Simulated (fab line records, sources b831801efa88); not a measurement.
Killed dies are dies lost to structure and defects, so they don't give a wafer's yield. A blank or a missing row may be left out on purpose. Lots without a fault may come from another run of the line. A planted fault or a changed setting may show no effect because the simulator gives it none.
fab line records | flow gf180mcu
record lots=5 wafers=15 last_day=33
route steps=602 shown M4@461 V4@476
lots that met no fault: from a run of the same line without faults
start_h: hours from the record's first day to the start of the lot's first wafer shown | wait_h: hours since the lot's step before | " the same as in the row above | L1.1+2: a row that stands for several wafers | - no value, or no start given | * or withheld: withheld | < > ~ a bound
route shown NAME@n: a module of which the file shows steps, and the number in the route of the first | usual: mean/standard deviation of fault-free wafers | same: alike in all rows | chamber/n: place in a boat | sites: the reading at each site | _std_site: their standard deviation | _edge_site: outer sites' mean less inner sites' | radius_mm: how far each site lies from the wafer's centre | mask NAME#n: copy n | behind: the tool/chamber that last shaped the wafer | hold: why the lot was held/for how many hours/how that ended | device: the transistor (n, p or np) that didn't switch | end of line: the same wafers' tests at the end of the route | a step without rows: its recipe alone | killed: dies lost to structure and defects at the first sort, not the wafer's yield | map: a wafer's dies, x killed, . not, _ none there
set.NAME: the setting as run; set.NAME@STEP: as run at that earlier step | model.NAME: the simulator's own value behind a step, which no gauge read
lots at some steps of the route; a table a step, a row a wafer
services: from which hour (start_h, from the record's first day; less than 0 if before it) a tool's chamber was out of use, for how many hours, and why
## steps
# step GF_M4_RS_MEAS_05
# recipe thk_meas_gauge=four-point-probe reads=TiN_of_M4_SPUTTER_04+Ti_of_M4_SPUTTER_03+AlCu_of_M4_SPUTTER_02+TiN_of_M4_SPUTTER_01+Ti_of_M4_SPUTTER_00
# usual M4_ALCU_RS=0.0698/0.00054
# columns lot.wafer tool chamber start_h wait_h M4_ALCU_RS[ohm/sq]
L076.1 film_metro-02 - 526.94 0.0 0.0697
L076.4 " - " " 0.0693
L076.6 " - " " 0.0691
L078.3 film_metro-03 - 544.64 0.1 0.0703
L078.5 " - " " 0.0712
L078.6 " - " " 0.0708
L081.4 film_metro-02 - 569.47 0.1 0.0700
L081.5 " - " " 0.0699
L081.6 " - " " 0.0700
L082.2 film_metro-02 - 577.45 0.0 0.0690
L082.3 " - " " 0.0692
L082.4 " - " " 0.0696
L092.3 film_metro-03 - 658.39 0.1 0.0701
L092.4 " - " " 0.0697
L092.6 " - " " 0.0697
# step GF_M4_THK_MEAS_06
# recipe thk_meas_gauge=xrf reads=AlCu_of_M4_SPUTTER_02
# usual M4_ALCU_THK=440/4.7
# columns lot.wafer tool chamber start_h wait_h M4_ALCU_THK[nm]
L076.1 film_metro-02 - 527.06 0.1 444
L076.4 " - " " 448
L076.6 " - " " 449
L078.3 film_metro-03 - 544.74 0.1 435
L078.5 " - " " 431
L078.6 " - " " 432
L081.4 film_metro-02 - 569.56 0.1 445
L081.5 " - " " 444
L081.6 " - " " 445
L082.2 film_metro-02 - 577.56 0.1 448
L082.3 " - " " 448
L082.4 " - " " 445
L092.3 film_metro-03 - 658.49 0.1 434
L092.4 " - " " 438
L092.6 " - " " 439
# step GF_M4_DEHYDRATE_07
# recipe temp_c=200 time_s=60
# usual chill_plate_temp_C=22.97/0.098
# same time_s=60
# columns lot.wafer tool chamber start_h wait_h chill_plate_temp_C
L076.1 litho_track-02 0 537.73 10.7 22.94
L076.4 " 0 " " 22.96
L076.6 " 0 " " 22.91
L078.3 litho_track-04 0 555.58 10.8 23.07
L078.5 " 0 " " 23.02
L078.6 " 0 " " 23.05
L081.4 litho_track-01 0 579.84 10.3 23.05
L081.5 " 0 " " 22.86
L081.6 " 0 " " 22.96
L082.2 litho_track-04 0 587.40 9.8 22.84
L082.3 " 0 " " 22.87
L082.4 " 0 " " 22.87
L092.3 litho_track-04 0 667.98 9.5 23.03
L092.4 " 0 " " 22.97
L092.6 " 0 " " 23.11
# step GF_M4_HMDS_08
# recipe prime_time_s=60 prime_temp_c=120
# usual chill_plate_temp_C=23.02/0.1 prime_temp_c=120.02/0.13
# columns lot.wafer tool chamber start_h wait_h chill_plate_temp_C prime_temp_c
L076.1 litho_track-02 0 537.88 0.1 23.09 119.98
L076.4 " 0 " " 23.04 120.08
L076.6 " 0 " " 22.79 120.08
L078.3 litho_track-04 0 555.73 0.1 23.00 120.06
L078.5 " 0 " " 23.03 120.20
L078.6 " 0 " " 23.09 120.18
L081.4 litho_track-01 0 579.99 0.1 23.03 119.98
L081.5 " 0 " " 22.95 119.98
L081.6 " 0 " " 22.97 119.69
L082.2 litho_track-04 0 587.55 0.1 22.98 120.21
L082.3 " 0 " " 23.04 120.06
L082.4 " 0 " " 22.99 119.81
L092.3 litho_track-04 0 668.13 0.1 23.04 119.92
L092.4 " 0 " " 23.30 120.06
L092.6 " 0 " " 23.14 119.98
# step GF_M4_COAT_09
# recipe resist=KrF spin_rpm=withheld resist_thk_nm=1000
# usual chill_plate_temp_C=23.00/0.1
# columns lot.wafer tool chamber start_h wait_h chill_plate_temp_C
L076.1 litho_track-02 0 538.03 0.1 23.10
L076.4 " 0 " " 22.98
L076.6 " 0 " " 23.05
L078.3 litho_track-04 0 555.88 0.1 22.83
L078.5 " 0 " " 22.79
L078.6 " 0 " " 22.83
L081.4 litho_track-01 0 580.14 0.1 23.06
L081.5 " 0 " " 22.94
L081.6 " 0 " " 22.95
L082.2 litho_track-04 0 587.70 0.1 23.04
L082.3 " 0 " " 22.85
L082.4 " 0 " " 22.95
L092.3 litho_track-04 0 668.28 0.1 23.05
L092.4 " 0 " " 22.96
L092.6 " 0 " " 23.00
# step GF_M4_SOFTBAKE_10
# recipe temp_c=130 time_s=60 resist=KrF
# usual chill_plate_temp_C=23.01/0.1
# same time_s=60
# columns lot.wafer tool chamber start_h wait_h chill_plate_temp_C
L076.1 litho_track-02 0 538.18 0.1 22.95
L076.4 " 0 " " 22.96
L076.6 " 0 " " 22.99
L078.3 litho_track-04 0 556.03 0.1 23.03
L078.5 " 0 " " 23.02
L078.6 " 0 " " 23.05
L081.4 litho_track-01 0 580.29 0.1 22.93
L081.5 " 0 " " 22.81
L081.6 " 0 " " 22.87
L082.2 litho_track-04 0 587.85 0.1 23.05
L082.3 " 0 " " 23.00
L082.4 " 0 " " 22.94
L092.3 litho_track-04 0 668.43 0.1 22.99
L092.4 " 0 " " 22.92
L092.6 " 0 " " 22.91
# step GF_M4_EXPOSE_11
# recipe mask_id=Metal4 target_cd_nm=280 na=0.68 source_shape=conventional sigma_outer=0.6 dose_mj=28
# columns lot.wafer tool chamber start_h wait_h mask
L076.1+4+6 krf_scanner-02 0 - - Metal4#0
L078.3+5+6 krf_scanner-02 0 - - Metal4#0
L081.4+5+6 krf_scanner-01 0 - - Metal4#0
L082.2+3+4 krf_scanner-01 0 - - Metal4#0
L092.3+4+6 krf_scanner-01 0 - - Metal4#0
# step GF_M4_PEB_12
# recipe peb_temp_c=135 peb_time_s=90 resist=KrF
# usual chill_plate_temp_C=23.00/0.11
# columns lot.wafer tool chamber start_h wait_h chill_plate_temp_C
L076.1 litho_track-02 0 - - 22.98
L076.4 " 0 " " 22.93
L076.6 " 0 " " 23.06
L078.3 litho_track-02 0 - - 22.89
L078.5 " 0 " " 22.92
L078.6 " 0 " " 23.01
L081.4 litho_track-01 0 - - 22.93
L081.5 " 0 " " 23.11
L081.6 " 0 " " 22.90
L082.2 litho_track-02 0 - - 22.98
L082.3 " 0 " " 22.95
L082.4 " 0 " " 23.14
L092.3 litho_track-02 0 - - 23.11
L092.4 " 0 " " 22.99
L092.6 " 0 " " 23.18
# step GF_M4_DEVELOP_13
# recipe develop_time_s=60 dev_temp_c=21
# usual chill_plate_temp_C=23.02/0.12
# columns lot.wafer tool chamber start_h wait_h chill_plate_temp_C
L076.1 litho_track-02 0 548.88 0.2 22.98
L076.4 " 0 " " 23.02
L076.6 " 0 " " 22.85
L078.3 litho_track-02 0 566.33 0.1 23.04
L078.5 " 0 " " 22.98
L078.6 " 0 " " 22.96
L081.4 litho_track-01 0 590.49 0.1 23.00
L081.5 " 0 " " 23.04
L081.6 " 0 " " 22.85
L082.2 litho_track-02 0 597.75 0.2 22.84
L082.3 " 0 " " 22.85
L082.4 " 0 " " 23.02
L092.3 litho_track-02 0 677.88 0.1 23.23
L092.4 " 0 " " 23.18
L092.6 " 0 " " 23.23
# step GF_M4_CD_MEAS_14
# recipe target_cd_nm=280
# usual cd_nm=280.0/1.2
# columns lot.wafer tool chamber start_h wait_h cd_nm
L076.1 cd_sem-01 - 549.03 0.1 279.1
L076.4 " - " " 280.8
L076.6 " - " " 279.4
L078.3 cd_sem-02 - 566.47 0.1 281.3
L078.5 " - " " 281.5
L078.6 " - " " 282.2
L081.4 cd_sem-02 - 590.62 0.1 280.0
L081.5 " - " " 280.8
L081.6 " - " " 279.2
L082.2 cd_sem-01 - 597.90 0.1 279.0
L082.3 " - " " 280.0
L082.4 " - " " 280.3
L092.3 cd_sem-01 - 678.02 0.1 278.8
L092.4 " - " " 279.2
L092.6 " - " " 281.4
# step GF_M4_OVL_MEAS_15
# usual M4_OVL=-6/5.8
# columns lot.wafer tool chamber start_h wait_h M4_OVL[nm]
L076.1 overlay-02 - 549.15 0.1 -2
L076.4 " - " " -12
L076.6 " - " " -5
L078.3 overlay-02 - 566.56 0.1 -7
L078.5 " - " " 3
L078.6 " - " " 2
L081.4 overlay-02 - 590.70 0.1 -11
L081.5 " - " " -19
L081.6 " - " " -15
L082.2 overlay-01 - 598.01 0.1 0
L082.3 " - " " -5
L082.4 " - " " -3
L092.3 overlay-02 - 678.11 0.1 -5
L092.4 " - " " -3
L092.6 " - " " -2
# step GF_M4_METAL_ETCH_16
# recipe chemistry=Cl2/BCl3 mask_material=KrF target_depth_nm=627.5 stop_on=SiO2 pressure_mtorr=8 icp_w=800 bias_w=140 Cl2_flow_sccm=80 bcl3_flow_sccm=40 time_s=104.6
# usual drypump_motor_current_A=5.7/0.41 oes_product_au=0.970/0.0055 throttle_valve_pct=28.252/0.01
# same time_s=104.6
# columns lot.wafer tool chamber start_h wait_h drypump_motor_current_A oes_product_au rf_hours_counter_h throttle_valve_pct
L076.1 rie_metal-02 0 549.19 0.0 5.6 0.974 9.0 28.227
L076.4 " 1 " " 5.9 0.979 - 28.249
L076.6 " 1 " " 5.9 0.971 - 28.244
L078.3 rie_metal-03 1 566.62 0.1 5.5 0.959 - 28.266
L078.5 " 1 " " 5.5 0.956 - 28.261
L078.6 " 0 " " 5.1 0.964 - 28.269
L081.4 rie_metal-03 0 590.76 0.0 5.1 0.959 - 28.247
L081.5 " 0 " " 5.1 0.971 - 28.247
L081.6 " 1 " " 5.5 0.971 - 28.245
L082.2 rie_metal-02 0 598.04 0.0 5.6 0.977 10.2 28.240
L082.3 " 0 " " 5.6 0.969 - 28.247
L082.4 " 1 " " 5.9 0.970 - 28.249
L092.3 rie_metal-02 0 678.17 0.1 5.6 0.971 - 28.270
L092.4 " 1 " " 5.9 0.973 - 28.249
L092.6 " 0 " " 5.6 0.970 - 28.251
# step GF_M4_STRIP_17
# recipe chemistry=O2/N2 power_w=1400 pressure_mtorr=1574 platen_temp_c=250 o2_flow_sccm=3000 n2_flow_sccm=300 overash_fraction=0.5
# usual drypump_motor_current_A=5.85/0.18 heater_power_w=333/36 oes_product_au=0.559/0.0047 strip_time_to_endpoint_s=7.79/0.034
# columns lot.wafer tool chamber start_h wait_h drypump_motor_current_A heater_power_w oes_product_au rf_hours_counter_h strip_time_to_endpoint_s
L076.1 plasma_asher-01 0 549.38 0.2 5.73 363 0.551 75 7.78
L076.4 " 0 " " 5.75 359 0.558 - 7.79
L076.6 " 1 " " 5.90 273 0.563 - 7.82
L078.3 plasma_asher-01 0 566.73 0.1 5.75 343 0.565 - 7.78
L078.5 " 0 " " 5.75 360 0.557 - 7.81
L078.6 " 1 " " 5.89 274 0.564 - 7.78
L081.4 plasma_asher-01 1 590.87 0.1 5.90 290 0.550 - 7.77
L081.5 " 1 " " 5.88 276 0.556 - 7.71
L081.6 " 0 " " 5.75 365 0.557 - 7.77
L082.2 plasma_asher-04 1 598.15 0.1 6.06 341 0.551 47 7.80
L082.3 " 0 " " 6.09 337 0.561 - 7.77
L082.4 " 1 " " 6.04 336 0.554 - 7.80
L092.3 plasma_asher-04 0 678.28 0.1 6.09 344 0.555 - 7.79
L092.4 " 1 " " 6.04 336 0.563 - 7.76
L092.6 " 1 " " 6.02 343 0.565 - 7.83
# step GF_M4_STRIP_18
# recipe chemistry=post_etch_residue_remover time_s=1200 temp_c=72.5
# same time_s=1200
# columns lot.wafer tool chamber start_h wait_h
L076.1+4+6 wet_bench-03 3 549.48 0.1
L078.3+5+6 wet_bench-03 1 566.80 0.0
L081.4+5+6 wet_bench-01 1 590.93 0.0
L082.2+3+4 wet_bench-03 2 598.25 0.1
L092.3+4+6 wet_bench-01 2 678.35 0.0
# step GF_M4_CLEAN_19
# recipe chemistry=DIW dry=n2_spin
# columns lot.wafer tool chamber start_h wait_h
L076.1+4+6 wet_bench-01 2 549.85 0.0
L078.3+5+6 wet_bench-04 1 567.14 0.0
L081.4+5+6 wet_bench-03 0 591.27 0.0
L082.2+3+4 wet_bench-01 0 598.62 0.0
L092.3+4+6 wet_bench-03 3 678.69 0.0
# step GF_V4_CVD_00
# recipe material=SiO2 target_thk_nm=600 sigma_open_frac=0.3 temp_c=400 time_s=100 sih4_flow_sccm=60 pressure_mtorr=6
# same time_s=100
# columns lot.wafer tool chamber start_h wait_h
L076.1+4+6 hdpcvd-01 0,0,2 549.95 0.0
L078.3+5+6 hdpcvd-02 1,1,2 567.23 0.0
L081.4+5+6 hdpcvd-02 2,1,0 591.40 0.0
L082.2+3+4 hdpcvd-01 0,2,0 598.71 0.0
L092.3+4+6 hdpcvd-01 1,2,1 678.78 0.0
# step GF_V4_THK_MEAS_01
# recipe reads=SiO2_of_V4_CVD_00
# usual V4_CVD_00_THK=599/6
# columns lot.wafer tool chamber start_h wait_h V4_CVD_00_THK[nm]
L076.1 film_metro-04 - 550.06 0.1 599
L076.4 " - " " 601
L076.6 " - " " 591
L078.3 film_metro-04 - 567.32 0.1 603
L078.5 " - " " 602
L078.6 " - " " 603
L081.4 film_metro-04 - 591.47 0.0 597
L081.5 " - " " 605
L081.6 " - " " 606
L082.2 film_metro-02 - 598.79 0.0 601
L082.3 " - " " 599
L082.4 " - " " 601
L092.3 film_metro-01 - 678.87 0.1 598
L092.4 " - " " 589
L092.6 " - " " 584
# step GF_V4_CVD_02
# recipe material=SiO2 target_thk_nm=850 precursor=TEOS temp_c=400 time_s=94.851 rf_w=600
# usual heater_power_w=650/77
# same time_s=94.851
# columns lot.wafer tool chamber start_h wait_h heater_power_w
L076.1 pecvd-04 1 550.12 0.1 593
L076.4 " 1 " " 625
L076.6 " 2 " " 671
L078.3 pecvd-04 1 567.36 0.0 652
L078.5 " 1 " " 499
L078.6 " 2 " " 582
L081.4 pecvd-04 2 591.53 0.1 589
L081.5 " 1 " " 512
L081.6 " 0 " " 694
L082.2 pecvd-04 0 598.84 0.0 652
L082.3 " 2 " " 716
L082.4 " 1 " " 597
L092.3 pecvd-03 1 678.91 0.0 749
L092.4 " 2 " " 579
L092.6 " 0 " " 778
# step GF_V4_THK_MEAS_03
# recipe reads=SiO2_of_V4_CVD_02
# usual V4_CVD_02_THK=847/9.2
# columns lot.wafer tool chamber start_h wait_h V4_CVD_02_THK[nm]
L076.1 film_metro-02 - 550.19 0.0 845
L076.4 " - " " 859
L076.6 " - " " 866
L078.3 film_metro-04 - 567.45 0.1 842
L078.5 " - " " 851
L078.6 " - " " 852
L081.4 film_metro-04 - 591.60 0.0 858
L081.5 " - " " 849
L081.6 " - " " 862
L082.2 film_metro-04 - 598.92 0.0 845
L082.3 " - " " 839
L082.4 " - " " 854
L092.3 film_metro-04 - 679.00 0.1 846
L092.4 " - " " 854
L092.6 " - " " 846
# step GF_V4_CMP_04
# recipe material=SiO2 down_force_psi=4 platen_rpm=60 pad_velocity_m_s=0.94248
# usual motor_current_A=11.8/1.4 time_to_endpoint_s=81/4.5
# columns lot.wafer tool chamber start_h wait_h motor_current_A time_to_endpoint_s
L076.4 cmp-01 2 550.25 0.0 10.4 86
L076.1 " 0 " " 12.4 80
L076.6 " 2 " " 10.2 87
L078.3 cmp-01 2 567.59 0.1 10.4 76
L078.5 " 0 " " 12.2 80
L078.6 " 1 " " 13.8 83
L081.4 cmp-01 3 591.68 0.1 9.6 82
L081.6 " 2 " " 10.3 83
L081.5 " 3 " " 9.0 78
L082.3 cmp-02 0 598.97 0.0 13.7 80
L082.2 " 2 " " 12.1 76
L082.4 " 3 " " 10.6 82
L092.3 cmp-02 2 679.14 0.1 11.6 84
L092.4 " 3 " " 10.6 91
L092.6 " 1 " " 11.8 82
# step GF_V4_BOW_MEAS_05
# recipe mode=bow
# usual V4_BOW=138/9.3
# columns lot.wafer tool chamber start_h wait_h V4_BOW[um]
L076.1 film_metro-02 - 550.55 0.1 133
L076.4 " - " " 131
L076.6 " - " " 126
L078.3 film_metro-04 - 567.83 0.2 126
L078.5 " - " " 124
L078.6 " - " " 131
L081.4 film_metro-04 - 591.99 0.3 124
L081.5 " - " " 132
L081.6 " - " " 126
L082.2 film_metro-02 - 599.29 0.2 143
L082.3 " - " " 138
L082.4 " - " " 135
L092.3 film_metro-01 - 679.38 0.2 138
L092.4 " - " " 143
L092.6 " - " " 134
# step GF_V4_DEHYDRATE_06
# recipe temp_c=200 time_s=60
# usual chill_plate_temp_C=23.02/0.095
# same time_s=60
# columns lot.wafer tool chamber start_h wait_h chill_plate_temp_C
L076.1 litho_track-03 0 561.17 10.6 22.90
L076.4 " 0 " " 23.05
L076.6 " 0 " " 23.10
L078.3 litho_track-01 0 578.36 10.5 22.94
L078.5 " 0 " " 22.98
L078.6 " 0 " " 22.93
L081.4 litho_track-04 0 602.20 10.2 22.82
L081.5 " 0 " " 22.91
L081.6 " 0 " " 22.84
L082.2 litho_track-01 0 609.04 9.7 23.00
L082.3 " 0 " " 22.96
L082.4 " 0 " " 23.10
L092.3 litho_track-03 0 688.77 9.4 23.09
L092.4 " 0 " " 23.14
L092.6 " 0 " " 23.05
# step GF_V4_HMDS_07
# recipe prime_time_s=60 prime_temp_c=120
# usual chill_plate_temp_C=22.98/0.12 prime_temp_c=119.98/0.13
# columns lot.wafer tool chamber start_h wait_h chill_plate_temp_C prime_temp_c
L076.1 litho_track-03 0 561.32 0.1 23.00 119.93
L076.4 " 0 " " 23.00 119.94
L076.6 " 0 " " 22.79 120.01
L078.3 litho_track-01 0 578.51 0.1 22.76 120.08
L078.5 " 0 " " 23.13 119.73
L078.6 " 0 " " 22.95 119.87
L081.4 litho_track-04 0 602.35 0.1 22.87 120.07
L081.5 " 0 " " 22.62 120.08
L081.6 " 0 " " 22.93 119.99
L082.2 litho_track-01 0 609.19 0.1 23.08 120.02
L082.3 " 0 " " 22.94 120.02
L082.4 " 0 " " 23.05 120.22
L092.3 litho_track-03 0 688.92 0.1 22.87 120.23
L092.4 " 0 " " 23.13 119.93
L092.6 " 0 " " 23.01 119.85
# step GF_V4_COAT_08
# recipe resist=BARC temp_c=withheld time_s=withheld spin_rpm=withheld resist_thk_nm=withheld
# usual chill_plate_temp_C=*
# columns lot.wafer tool chamber start_h wait_h chill_plate_temp_C
L076.1 litho_track-03 0 561.47 0.1 *
L076.4 " 0 " " *
L076.6 " 0 " " *
L078.3 litho_track-01 0 578.66 0.1 *
L078.5 " 0 " " *
L078.6 " 0 " " *
L081.4 litho_track-04 0 602.50 0.1 *
L081.5 " 0 " " *
L081.6 " 0 " " *
L082.2 litho_track-01 0 609.34 0.1 *
L082.3 " 0 " " *
L082.4 " 0 " " *
L092.3 litho_track-03 0 689.07 0.1 *
L092.4 " 0 " " *
L092.6 " 0 " " *
# step GF_V4_COAT_09
# recipe resist=KrF spin_rpm=withheld resist_thk_nm=1000
# usual chill_plate_temp_C=23.00/0.1
# columns lot.wafer tool chamber start_h wait_h chill_plate_temp_C
L076.1 litho_track-03 0 - - 22.95
L076.4 " 0 " " 22.95
L076.6 " 0 " " 22.80
L078.3 litho_track-01 0 - - 22.87
L078.5 " 0 " " 23.03
L078.6 " 0 " " 23.06
L081.4 litho_track-04 0 - - 23.01
L081.5 " 0 " " 22.97
L081.6 " 0 " " 23.15
L082.2 litho_track-01 0 - - 23.07
L082.3 " 0 " " 23.31
L082.4 " 0 " " 23.11
L092.3 litho_track-03 0 - - 23.12
L092.4 " 0 " " 23.07
L092.6 " 0 " " 23.14
# step GF_V4_SOFTBAKE_10
# recipe temp_c=130 time_s=60 resist=KrF
# usual chill_plate_temp_C=23.02/0.096
# same time_s=60
# columns lot.wafer tool chamber start_h wait_h chill_plate_temp_C
L076.1 litho_track-03 0 - - 23.07
L076.4 " 0 " " 22.96
L076.6 " 0 " " 22.90
L078.3 litho_track-01 0 - - 22.97
L078.5 " 0 " " 23.07
L078.6 " 0 " " 23.04
L081.4 litho_track-04 0 - - 23.00
L081.5 " 0 " " 22.97
L081.6 " 0 " " 22.99
L082.2 litho_track-01 0 - - 23.26
L082.3 " 0 " " 23.13
L082.4 " 0 " " 23.13
L092.3 litho_track-03 0 - - 22.93
L092.4 " 0 " " 22.97
L092.6 " 0 " " 23.16
# step GF_V4_EXPOSE_11
# recipe mask_id=Via4 target_cd_nm=260 na=0.68 source_shape=conventional sigma_outer=0.6 dose_mj=38
# columns lot.wafer tool chamber start_h wait_h mask
L076.1+4+6 krf_scanner-02 0 - - Via4#0
L078.3+5+6 krf_scanner-02 0 - - Via4#0
L081.4+5+6 krf_scanner-02 0 - - Via4#0
L082.2+3+4 krf_scanner-01 0 - - Via4#0
L092.3+4+6 krf_scanner-02 0 - - Via4#0
# step GF_V4_PEB_12
# recipe peb_temp_c=135 peb_time_s=90 resist=KrF
# usual chill_plate_temp_C=23.03/0.11
# columns lot.wafer tool chamber start_h wait_h chill_plate_temp_C
L076.1 litho_track-01 0 - - 22.95
L076.4 " 0 " " 22.95
L076.6 " 0 " " 23.01
L078.3 litho_track-01 0 - - 23.00
L078.5 " 0 " " 23.00
L078.6 " 0 " " 22.86
L081.4 litho_track-04 0 - - 22.98
L081.5 " 0 " " 22.95
L081.6 " 0 " " 22.89
L082.2 litho_track-01 0 - - 23.15
L082.3 " 0 " " 23.05
L082.4 " 0 " " 23.27
L092.3 litho_track-03 0 - - 23.07
L092.4 " 0 " " 23.05
L092.6 " 0 " " 23.03
# step GF_V4_DEVELOP_13
# recipe develop_time_s=60 resist=KrF dev_temp_c=21.7
# usual chill_plate_temp_C=22.99/0.1
# columns lot.wafer tool chamber start_h wait_h chill_plate_temp_C
L076.1 litho_track-01 0 572.16 0.2 23.21
L076.4 " 0 " " 23.03
L076.6 " 0 " " 23.12
L078.3 litho_track-01 0 589.36 0.1 22.88
L078.5 " 0 " " 23.05
L078.6 " 0 " " 22.97
L081.4 litho_track-04 0 612.90 0.1 23.10
L081.5 " 0 " " 22.91
L081.6 " 0 " " 22.99
L082.2 litho_track-01 0 619.99 0.2 23.01
L082.3 " 0 " " 22.91
L082.4 " 0 " " 22.85
L092.3 litho_track-03 0 698.52 0.1 23.02
L092.4 " 0 " " 22.99
L092.6 " 0 " " 23.23
# step GF_V4_CD_MEAS_14
# recipe target_cd_nm=260
# usual cd_nm=260.0/1.1
# columns lot.wafer tool chamber start_h wait_h cd_nm
L076.1 cd_sem-01 - 572.31 0.1 260.1
L076.4 " - " " 260.7
L076.6 " - " " 260.9
L078.3 cd_sem-01 - 589.50 0.1 259.9
L078.5 " - " " 260.1
L078.6 " - " " 260.1
L081.4 cd_sem-02 - 613.04 0.1 258.8
L081.5 " - " " 257.6
L081.6 " - " " 257.4
L082.2 cd_sem-02 - 620.13 0.1 262.1
L082.3 " - " " 261.8
L082.4 " - " " 260.9
L092.3 cd_sem-01 - 698.66 0.1 260.8
L092.4 " - " " 260.9
L092.6 " - " " 260.5
# step GF_V4_OVL_MEAS_15
# usual V4_OVL=0/5.7
# columns lot.wafer tool chamber start_h wait_h V4_OVL[nm]
L076.1 overlay-02 - 572.43 0.1 -8
L076.4 " - " " -3
L076.6 " - " " 8
L078.3 overlay-02 - 589.60 0.1 -1
L078.5 " - " " 3
L078.6 " - " " 2
L081.4 overlay-02 - 613.11 0.1 2
L081.5 " - " " -1
L081.6 " - " " 6
L082.2 overlay-02 - 620.24 0.1 -6
L082.3 " - " " 0
L082.4 " - " " -4
L092.3 overlay-02 - 698.75 0.1 -2
L092.4 " - " " -8
L092.6 " - " " -2
# step GF_V4_ETCH_16
# recipe chemistry=N2/H2 target_depth_a=withheld overetch_a=withheld time_s=withheld target=BARC ion_energy_ev=200 source_w=500 bias_w=100 pressure_mtorr=30 n2_flow_sccm=100 h2_flow_sccm=200
# usual drypump_motor_current_A=5.9/0.48 oes_product_au=0.855/0.0044 throttle_valve_pct=13.226/0.0095
# columns lot.wafer tool chamber start_h wait_h drypump_motor_current_A oes_product_au throttle_valve_pct
L076.1 rie_diel-02 1 572.47 0.0 6.5 0.860 13.215
L076.4 " 2 " " 6.6 0.853 13.231
L076.6 " 1 " " 6.5 0.854 13.237
L078.3 rie_diel-04 0 589.62 0.0 5.4 0.852 13.253
L078.5 " 3 " " 5.8 0.851 13.230
L078.6 " 0 " " 5.4 0.857 13.222
L081.4 rie_diel-04 3 613.13 0.0 5.8 0.848 13.229
L081.5 " 3 " " 5.8 0.855 13.216
L081.6 " 0 " " 5.4 0.853 13.213
L082.2 rie_diel-04 2 620.27 0.0 6.2 0.856 13.212
L082.3 " 3 " " 5.8 0.852 13.220
L082.4 " 0 " " 5.4 0.857 13.216
L092.3 rie_diel-02 1 698.78 0.0 6.5 0.852 13.223
L092.4 " 0 " " 6.0 0.853 13.221
L092.6 " 1 " " 6.5 0.852 13.237
# step GF_V4_ETCH_17
# recipe chemistry=C4F8/O2/Ar mask_material=KrF target=SiO2 stop_on=TiN source_w=1500 bias_w=1200 pressure_mtorr=40 c4f8_flow_sccm=withheld O2_flow_sccm=6 Ar_flow_sccm=300 time_s=withheld target_depth_a=6300
# usual oes_product_au=0.857/0.0053
# columns lot.wafer tool chamber start_h wait_h oes_product_au
L076.1 rie_diel-02 1 - - 0.857
L076.4 " 2 " " 0.865
L076.6 " 1 " " 0.849
L078.3 rie_diel-04 0 - - 0.856
L078.5 " 3 " " 0.839
L078.6 " 0 " " 0.855
L081.4 rie_diel-04 3 - - 0.854
L081.5 " 3 " " 0.864
L081.6 " 0 " " 0.861
L082.2 rie_diel-04 2 - - 0.859
L082.3 " 3 " " 0.859
L082.4 " 0 " " 0.852
L092.3 rie_diel-02 1 - - 0.861
L092.4 " 0 " " 0.856
L092.6 " 1 " " 0.857
# step GF_V4_STRIP_18
# recipe chemistry=O2/N2 power_w=1400 pressure_mtorr=1500 platen_temp_c=250 o2_flow_sccm=3000 n2_flow_sccm=300 overash_fraction=0.5
# usual drypump_motor_current_A=5.74/0.11 heater_power_w=340/40 oes_product_au=0.593/0.005
# columns lot.wafer tool chamber start_h wait_h drypump_motor_current_A heater_power_w oes_product_au rf_hours_counter_h
L076.1 plasma_asher-01 0 572.60 - 5.75 355 0.595 78
L076.4 " 1 " " 5.86 276 0.593 -
L076.6 " 0 " " 5.75 358 0.602 -
L078.3 plasma_asher-01 0 589.78 - 5.73 354 0.592 -
L078.5 " 0 " " 5.70 373 0.597 -
L078.6 " 1 " " 5.89 280 0.588 -
L081.4 plasma_asher-03 0 613.30 - 5.68 365 0.594 -
L081.5 " 0 " " 5.66 387 0.596 -
L081.6 " 1 " " 5.68 351 0.605 -
L082.2 plasma_asher-02 0 620.40 - 5.51 301 0.594 20
L082.3 " 0 " " 5.52 307 0.590 -
L082.4 " 1 " " 5.83 381 0.594 -
L092.3 plasma_asher-03 0 698.94 - 5.67 380 0.602 -
L092.4 " 1 " " 5.67 357 0.600 -
L092.6 " 0 " " 5.65 369 0.598 -
# step GF_V4_STRIP_19
# recipe chemistry=post_etch_residue_remover time_s=1200 temp_c=72.5
# same time_s=1200
# columns lot.wafer tool chamber start_h wait_h
L076.1+4+6 wet_bench-01 3 572.70 0.1
L078.3+5+6 wet_bench-01 0 589.85 0.0
L081.4+5+6 wet_bench-02 1 613.36 0.0
L082.2+3+4 wet_bench-04 2 620.50 0.1
L092.3+4+6 wet_bench-01 0 699.01 0.0
# step GF_V4_CLEAN_20
# recipe chemistry=DIW dry=n2_spin
# columns lot.wafer tool chamber start_h wait_h
L076.1+4+6 wet_bench-04 1 573.38 0.0
L078.3+5+6 wet_bench-04 3 590.19 0.0
L081.4+5+6 wet_bench-04 0 613.70 0.0
L082.2+3+4 wet_bench-02 3 620.87 0.0
L092.3+4+6 wet_bench-04 1 699.35 0.0
## services
# columns tool chamber start_h hours kind
plasma_asher-01 - 521.87 2.8 pm
rie_diel-02 - 530.83 0.3 repair
plasma_asher-01 - 532.44 4.1 repair
krf_scanner-02 - 534.02 1.3 repair
pecvd-04 - 534.96 5.5 pm
rie_diel-02 0 541.83 42.7 repair
pecvd-04 - 542.16 0.6 repair
krf_scanner-02 - 546.80 1.0 pm
rie_diel-04 2 564.63 12.7 repair
krf_scanner-01 - 565.04 1.0 pm
krf_scanner-01 - 582.83 1.3 pm
pecvd-04 2 592.83 3.3 repair
wet_bench-03 - 594.14 2.0 repair
krf_scanner-02 - 596.03 1.3 pm
krf_scanner-01 - 597.33 4.0 pm
plasma_asher-01 - 604.80 3.2 repair
plasma_asher-01 - 608.02 14.6 pm
krf_scanner-02 - 608.53 1.8 repair
rie_diel-04 0 609.78 1.7 repair
krf_scanner-01 - 615.55 1.1 repair
krf_scanner-01 - 616.72 0.8 pm
krf_scanner-02 - 632.29 2.2 repair
krf_scanner-02 - 656.45 0.8 pm
krf_scanner-02 - 672.45 0.8 repair
## key
fault none
